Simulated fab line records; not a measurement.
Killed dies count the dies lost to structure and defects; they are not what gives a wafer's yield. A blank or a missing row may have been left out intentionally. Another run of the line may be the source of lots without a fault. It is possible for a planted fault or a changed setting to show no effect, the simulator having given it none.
Commonality check across tools || flow gf180mcu || 36 wafers sampled across 12 lots

REASON IT WAS OPENED
GF_PASSIVATION_BOW_MEAS_14, reading PASSIVATION_BOW: flagged on 2 of 12 lots. Fault-free wafers read 134 um, with a standard deviation of 10.
Rule: a lot is flagged in two cases, either no wafer of it has a number, or all its wafers with numbers fall more than 4 standard deviations from that mean. As for the other lots, they are considered sound.

{"lot": "L974", "measured": "day 29 22:37", "on": "film metro-04", "PASSIVATION_BOW (um), wafer by wafer": "129 121 130", "flag": ""}
{"lot": "L975", "measured": "day 30 00:07", "on": "film metro-02", "PASSIVATION_BOW (um), wafer by wafer": "203 207 197", "flag": "FLAGGED"}
{"lot": "L976", "measured": "day 30 02:57", "on": "film metro-02", "PASSIVATION_BOW (um), wafer by wafer": "221 231 221", "flag": "FLAGGED"}
{"lot": "L985", "measured": "day 32 20:07", "on": "film metro-01", "PASSIVATION_BOW (um), wafer by wafer": "127 124 129", "flag": ""}
{"lot": "L986", "measured": "day 33 00:13", "on": "film metro-01", "PASSIVATION_BOW (um), wafer by wafer": "138 124 141", "flag": ""}
{"lot": "L987", "measured": "day 33 07:16", "on": "film metro-04", "PASSIVATION_BOW (um), wafer by wafer": "149 140 135", "flag": ""}
{"lot": "L988", "measured": "day 33 11:35", "on": "film metro-04", "PASSIVATION_BOW (um), wafer by wafer": "128 134 120", "flag": ""}
{"lot": "L990", "measured": "day 33 22:17", "on": "film metro-01", "PASSIVATION_BOW (um), wafer by wafer": "130 133 142", "flag": ""}
{"lot": "L991", "measured": "day 34 04:57", "on": "film metro-04", "PASSIVATION_BOW (um), wafer by wafer": "150 142 150", "flag": ""}
{"lot": "L992", "measured": "day 34 10:41", "on": "film metro-02", "PASSIVATION_BOW (um), wafer by wafer": "124 128 132", "flag": ""}
{"lot": "L994", "measured": "day 34 18:08", "on": "film metro-02", "PASSIVATION_BOW (um), wafer by wafer": "133 138 130", "flag": ""}
{"lot": "L995", "measured": "day 35 00:02", "on": "film metro-01", "PASSIVATION_BOW (um), wafer by wafer": "123 127 131", "flag": ""}
On average the flagged lots' numbers are 213 um, which is +79 um against the usual, or +8 standard deviations.

EACH LOT AND THE TOOL IT RAN ON
The record holds 3 process steps before the reading, out of a route of 602 steps. Every cell lists first the tool, next ch and the chambers used by the sampled wafers, and last the start.
{"lot": "L974", "flag": "", "GF_MIM_SPUTTER_02": "pvd sputter-03, day 25 09:05", "GF_MIM_SPUTTER_03": "pvd sputter-03, day 25 09:07", "GF_PASSIVATION_ANNEAL_13": "furnace-01 ch 0, day 29 21:07"}
{"lot": "L975", "flag": "FLAGGED", "GF_MIM_SPUTTER_02": "pvd sputter-03, day 25 12:08", "GF_MIM_SPUTTER_03": "pvd sputter-03, day 25 12:10", "GF_PASSIVATION_ANNEAL_13": "furnace-01, day 29 22:37"}
{"lot": "L976", "flag": "FLAGGED", "GF_MIM_SPUTTER_02": "pvd sputter-01, day 25 18:04", "GF_MIM_SPUTTER_03": "pvd sputter-01, day 25 18:06", "GF_PASSIVATION_ANNEAL_13": "furnace-01, day 30 01:23"}
{"lot": "L985", "flag": "", "GF_MIM_SPUTTER_02": "pvd sputter-01, day 28 19:52", "GF_MIM_SPUTTER_03": "pvd sputter-01, day 28 19:54", "GF_PASSIVATION_ANNEAL_13": "furnace-01 ch 0, day 32 18:37"}
{"lot": "L986", "flag": "", "GF_MIM_SPUTTER_02": "pvd sputter-01, day 29 01:47", "GF_MIM_SPUTTER_03": "pvd sputter-01, day 29 01:49", "GF_PASSIVATION_ANNEAL_13": "furnace-01 ch 0, day 32 22:43"}
{"lot": "L987", "flag": "", "GF_MIM_SPUTTER_02": "pvd sputter-04, day 29 08:17", "GF_MIM_SPUTTER_03": "pvd sputter-04, day 29 08:19", "GF_PASSIVATION_ANNEAL_13": "furnace-02 ch 0, day 33 05:46"}
{"lot": "L988", "flag": "", "GF_MIM_SPUTTER_02": "pvd sputter-03, day 29 14:30", "GF_MIM_SPUTTER_03": "pvd sputter-03, day 29 14:32", "GF_PASSIVATION_ANNEAL_13": "furnace-01 ch 0, day 33 10:04"}
{"lot": "L990", "flag": "", "GF_MIM_SPUTTER_02": "pvd sputter-01, day 30 03:44", "GF_MIM_SPUTTER_03": "pvd sputter-01, day 30 03:46", "GF_PASSIVATION_ANNEAL_13": "furnace-01 ch 0, day 33 20:46"}
{"lot": "L991", "flag": "", "GF_MIM_SPUTTER_02": "pvd sputter-01, day 30 11:59", "GF_MIM_SPUTTER_03": "pvd sputter-01, day 30 12:01", "GF_PASSIVATION_ANNEAL_13": "furnace-02 ch 0, day 34 03:25"}
{"lot": "L992", "flag": "", "GF_MIM_SPUTTER_02": "pvd sputter-03, day 30 18:38", "GF_MIM_SPUTTER_03": "pvd sputter-03, day 30 18:40", "GF_PASSIVATION_ANNEAL_13": "furnace-01 ch 0, day 34 09:08"}
{"lot": "L994", "flag": "", "GF_MIM_SPUTTER_02": "pvd sputter-01, day 31 02:41", "GF_MIM_SPUTTER_03": "pvd sputter-01, day 31 02:42", "GF_PASSIVATION_ANNEAL_13": "furnace-01 ch 0, day 34 16:37"}
{"lot": "L995", "flag": "", "GF_MIM_SPUTTER_02": "pvd sputter-04, day 31 10:12", "GF_MIM_SPUTTER_03": "pvd sputter-04, day 31 10:14", "GF_PASSIVATION_ANNEAL_13": "furnace-02 ch 0, day 34 22:31"}
These steps, and what they do:
- GF_MIM_SPUTTER_02: material AlCu, target thk 450 nm, time 23.9 s.
- GF_MIM_SPUTTER_03: material Ti, target thk 10 nm, time 6.7 s.
- GF_PASSIVATION_ANNEAL_13: time 1800 s.
- GF_PASSIVATION_BOW_MEAS_14

FLAGGED OVER TOTAL, TOOL BY TOOL (the gauges that took the reading come last)
{"step": "GF_MIM_SPUTTER_02", "tool": "pvd sputter-01", "lots run": 6, "flagged": 1, "share of the flagged lots": "some", "sound lots run after its first flagged lot": "5 (L985,L986,L990,L991,L994)"}
{"step": "GF_MIM_SPUTTER_02", "tool": "pvd sputter-03", "lots run": 4, "flagged": 1, "share of the flagged lots": "some", "sound lots run after its first flagged lot": "2 (L988,L992)"}
{"step": "GF_MIM_SPUTTER_02", "tool": "pvd sputter-04", "lots run": 2, "flagged": 0, "share of the flagged lots": "none", "sound lots run after its first flagged lot": "-"}
{"step": "GF_MIM_SPUTTER_03", "tool": "pvd sputter-01", "lots run": 6, "flagged": 1, "share of the flagged lots": "some", "sound lots run after its first flagged lot": "5 (L985,L986,L990,L991,L994)"}
{"step": "GF_MIM_SPUTTER_03", "tool": "pvd sputter-03", "lots run": 4, "flagged": 1, "share of the flagged lots": "some", "sound lots run after its first flagged lot": "2 (L988,L992)"}
{"step": "GF_MIM_SPUTTER_03", "tool": "pvd sputter-04", "lots run": 2, "flagged": 0, "share of the flagged lots": "none", "sound lots run after its first flagged lot": "-"}
{"step": "GF_PASSIVATION_ANNEAL_13", "tool": "furnace-01", "lots run": 9, "flagged": 2, "share of the flagged lots": "all", "sound lots run after its first flagged lot": "6 (L985,L986,L988,L990,L992,L994)"}
{"step": "GF_PASSIVATION_ANNEAL_13", "tool": "furnace-02", "lots run": 3, "flagged": 0, "share of the flagged lots": "none", "sound lots run after its first flagged lot": "-"}
{"step": "GF_PASSIVATION_BOW_MEAS_14", "tool": "film metro-01", "lots run": 4, "flagged": 0, "share of the flagged lots": "none", "sound lots run after its first flagged lot": "-"}
{"step": "GF_PASSIVATION_BOW_MEAS_14", "tool": "film metro-02", "lots run": 4, "flagged": 2, "share of the flagged lots": "all", "sound lots run after its first flagged lot": "2 (L992,L994)"}
{"step": "GF_PASSIVATION_BOW_MEAS_14", "tool": "film metro-04", "lots run": 4, "flagged": 0, "share of the flagged lots": "none", "sound lots run after its first flagged lot": "-"}

WHAT THE TABLE ALLOWS
Table rows that saw every flagged lot: 2, namely furnace-01 at GF_PASSIVATION_ANNEAL_13 and film metro-02 at GF_PASSIVATION_BOW_MEAS_14.
- furnace-01 at GF_PASSIVATION_ANNEAL_13: 2 of its 9 lots flagged. Sound lots followed the first flagged one (L985, L986, L988, L990, L992, L994) on it, something a lasting fault affecting the whole tool could not allow. On the flagged lots its readings are blank where sound lots have values: ramp down c per min, ramp up c per min, zone power upper pct.
- film metro-02 at GF_PASSIVATION_BOW_MEAS_14: 2 of its 4 lots flagged. Sound lots followed the first flagged one (L992, L994) on it, something a lasting fault affecting the whole tool could not allow.
No row of the table ran every flagged lot and no sound lot after the first.

WHAT THE SIMULATOR PUT IN
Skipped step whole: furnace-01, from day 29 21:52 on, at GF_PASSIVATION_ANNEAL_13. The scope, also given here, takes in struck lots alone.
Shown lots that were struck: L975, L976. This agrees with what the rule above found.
